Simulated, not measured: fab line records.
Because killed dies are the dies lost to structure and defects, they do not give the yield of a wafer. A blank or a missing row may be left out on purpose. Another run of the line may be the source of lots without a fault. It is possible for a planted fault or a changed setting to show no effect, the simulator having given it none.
A struck lot beside a sound one -- flow gf180mcu -- 14 out of 602 route steps
Sound: these wafers, L567.2, L567.5, L567.6. Wafers L570.1, L570.5, L570.6 were the ones struck. Last of all comes the cause.
Each step with rows lists, per side, the tool, then ch with its chambers, then its first start. Under that, the readings that differ: sound wafers -- struck wafers -- difference of the means -- sigmas: that difference in standard deviations of wafers without a fault.
alike: a reading whose means differ by less than 2 such deviations, as well as words and numbers matching on both sides. not compared: withheld readings; readings where some wafer has no value; bounds like >300 that might hide an equal value; numbers whose values overlap and for which the record gives no deviation.
The two part at a step that has a row with sigmas, a row that says differs or no value, or rows on one side only. Numbers that have no deviation but don't overlap get no sigmas and don't part them. A reading missing from all wafers of one side parts the sides only when that side holds two or more wafers.

GF_M2_SPUTTER_01: material TiN, target thk 30 nm, time 25 s.
  sound: pvd-sputter-02 at day 19 11:36; struck: pvd-sputter-03 at day 20 21:10
  alike: throttle-valve-pct
GF_M2_SPUTTER_02: material AlCu, target thk 450 nm, time 23.9 s.
  sound: pvd-sputter-02 at day 19 11:38; struck: pvd-sputter-03 at day 20 21:12
  alike: throttle-valve-pct
GF_M2_SPUTTER_03: material Ti, target thk 10 nm, time 6.7 s.
  sound: pvd-sputter-02 at day 19 11:40; struck: pvd-sputter-03 at day 20 21:14
  alike: throttle-valve-pct
GF_M2_SPUTTER_04: material TiN, target thk 50 nm, time 41.7 s.
  sound: pvd-sputter-02 at day 19 11:41; struck: pvd-sputter-03 at day 20 21:15
  alike: throttle-valve-pct
GF_M2_RS_MEAS_05: uses a four-point probe to measure.
  sound: film-metro-04 at day 19 11:44; struck: film-metro-04 at day 20 21:17
  alike: M2_ALCU_RS
GF_M2_THK_MEAS_06: measures by xrf.
  sound: film-metro-04 at day 19 11:51; struck: film-metro-04 at day 20 21:25
  alike: M2_ALCU_THK
then, 6 steps without rows for these wafers: GF_M2_DEHYDRATE_07 (time 60 s); GF_M2_HMDS_08 (prime time 60 s); GF_M2_COAT_09 (resist thk 1000 nm); GF_M2_SOFTBAKE_10 (time 60 s); GF_M2_EXPOSE_11 (exposes mask Metal2, target cd 280 nm); GF_M2_PEB_12 (peb time 90 s).
GF_M2_DEVELOP_13: develop time 60 s.
  struck on litho-track-01, day 21 21:10; sound on litho-track-01 ch 0, day 20 11:54
  no value came back on the struck wafers for chill-plate-temp-C (C), develop-time-s (s); on the sound wafers chill-plate-temp-C (C) reads 23.04 23.07 23.04
reading,sound,struck,difference,sigmas
model.KrF_of_M2_COAT_09.thk-nm (nm),984.7 989.5 987.9,997.5 997.4 998.4,+10.4,
GF_M2_CD_MEAS_14: the cd target is 280 nm.
  sound: cd-sem-02 at day 20 12:02; struck: cd-sem-01 at day 21 21:23
reading,sound,struck,difference,sigmas
cd-nm (nm),280.2 281.0 280.2,- - -,no value on the struck wafers,

WHERE THEY PART
At GF_M2_DEVELOP_13 first; at GF_M2_CD_MEAS_14 last (within this record only).

WHY: what had been put in by the simulator
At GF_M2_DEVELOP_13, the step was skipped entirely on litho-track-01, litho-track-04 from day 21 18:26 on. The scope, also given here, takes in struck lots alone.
